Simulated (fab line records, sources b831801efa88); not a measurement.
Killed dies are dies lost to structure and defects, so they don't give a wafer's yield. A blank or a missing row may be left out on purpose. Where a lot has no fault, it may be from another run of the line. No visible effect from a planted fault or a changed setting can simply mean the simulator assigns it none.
2 desks, one fault + flow gf180mcu + what lay behind the numbers comes last; until then each desk has only its own

== AT THE TOOL OWNER'S DESK: pvdSputter-03 ==
At GF_V2_SPUTTER_22 (material TiN, target thk 10 nm, time 40 s) the tool's own readings: per lot run on this tool, the mean of the sampled wafers that have a number. Any lot whose mean is over 4 standard deviations away from the usual mean is out of limits and marked OUT; that distance is given in the brackets.
Columns: A = chamberPressurePa at GF_V2_SPUTTER_22, usual 5.000 Pa; B = throttleValvePct at GF_V2_SPUTTER_22, usual 30.2 %
| lot  | first seen here | A     | B    |
|------|-----------------|-------|------|
| L624 | day 21 09:22    | 5.005 | 31.2 |
| L633 | day 24 19:56    | 4.998 | 30.8 |
| L636 | day 25 15:02    | 5.009 | 31.4 |
Finding of this desk: none of the 3 lots has anything out of limits.

== FROM THE METROLOGY DESK ==
What the gauges read, lot by lot, whatever tool the lot ran on: means of the sampled wafers that have a number. Any lot whose mean is over 4 standard deviations away from the usual mean is out of limits and marked OUT; that distance is given in the brackets.
Columns: A = cdNm at GF_V2_CD_MEAS_14, usual 259.9 nm; B = V2_OVL at GF_V2_OVL_MEAS_15, usual -1 nm
| lot  | first seen here | A     | B  |
|------|-----------------|-------|----|
| L621 | day 20 00:25    | 260.9 | -8 |
| L624 | day 21 08:28    | 260.4 | -4 |
| L633 | day 24 19:04    | 260.2 | -5 |
| L636 | day 25 14:10    | 260.8 | 7  |
| L643 | day 27 16:09    | 261.9 | -1 |
| L644 | day 27 22:55    | 259.1 | -4 |
Finding of this desk: none of the 6 lots has anything out of limits.

== BROUGHT TOGETHER ==
The desk of the tool owner found nothing out of limits.
From the metrology desk's view, nothing was out of limits.

== WHAT THE SIMULATOR PUT IN ==
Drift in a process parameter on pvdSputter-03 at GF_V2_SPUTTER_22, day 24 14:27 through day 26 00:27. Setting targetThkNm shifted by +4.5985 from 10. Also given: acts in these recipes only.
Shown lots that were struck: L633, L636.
